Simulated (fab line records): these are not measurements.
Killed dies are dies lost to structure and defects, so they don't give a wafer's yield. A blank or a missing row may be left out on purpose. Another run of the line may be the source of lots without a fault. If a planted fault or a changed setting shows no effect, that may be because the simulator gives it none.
One fault through the eyes of 2 desks + flow sky130 + only its own numbers are on each desk; what lay behind them is given at the end

== FOR THE TOOL OWNER'S DESK: litho-track-03 ==
The tool's own readings at SKY_METAL5_DEVELOP_13 (develop time 60 s): means of the sampled wafers that have a number, for each lot that ran on this tool. Marked OUT: a lot whose mean sits more than 4 standard deviations from the usual mean, which makes it out of limits; the brackets give that distance.
Columns: A = chill-plate-temp-C at SKY_METAL5_DEVELOP_13, usual 23.02 C
| lot  | first seen here | A     |
|------|-----------------|-------|
| L498 | day 44 17:53    | 22.89 |
| L504 | day 46 01:35    | 23.08 |
| L514 | day 48 10:58    | 22.96 |
| L515 | day 48 17:05    | 22.98 |
| L517 | day 49 03:50    | 22.81 |
Finding of this desk: none of the 5 lots has anything out of limits.

== THE METROLOGY DESK ==
What the gauges read for every lot (on any tool): the sampled wafers with a number, averaged. Marked OUT: a lot whose mean sits more than 4 standard deviations from the usual mean, which makes it out of limits; the brackets give that distance.
Columns: A = METAL5_ALCU_RS at SKY_METAL5_RS_MEAS_05, usual 0.0271 ohm/sq; B = METAL5_ALCU_THK at SKY_METAL5_THK_MEAS_06, usual 1155 nm
| lot  | first seen here | A      | B    |
|------|-----------------|--------|------|
| L496 | day 43 11:46    | 0.0271 | 1166 |
| L498 | day 43 19:49    | 0.0269 | 1171 |
| L504 | day 45 04:25    | 0.0272 | 1141 |
| L514 | day 47 15:38    | 0.0270 | 1173 |
| L515 | day 47 22:47    | 0.0272 | 1156 |
| L517 | day 48 10:37    | 0.0270 | 1151 |
| L518 | day 48 17:26    | 0.0271 | 1145 |
Finding of this desk: none of the 7 lots has anything out of limits.

== TAKEN TOGETHER ==
The desk of the tool owner found nothing out of limits.
Nothing out of limits was seen by the metrology desk.

== WHAT THE SIMULATOR PUT IN ==
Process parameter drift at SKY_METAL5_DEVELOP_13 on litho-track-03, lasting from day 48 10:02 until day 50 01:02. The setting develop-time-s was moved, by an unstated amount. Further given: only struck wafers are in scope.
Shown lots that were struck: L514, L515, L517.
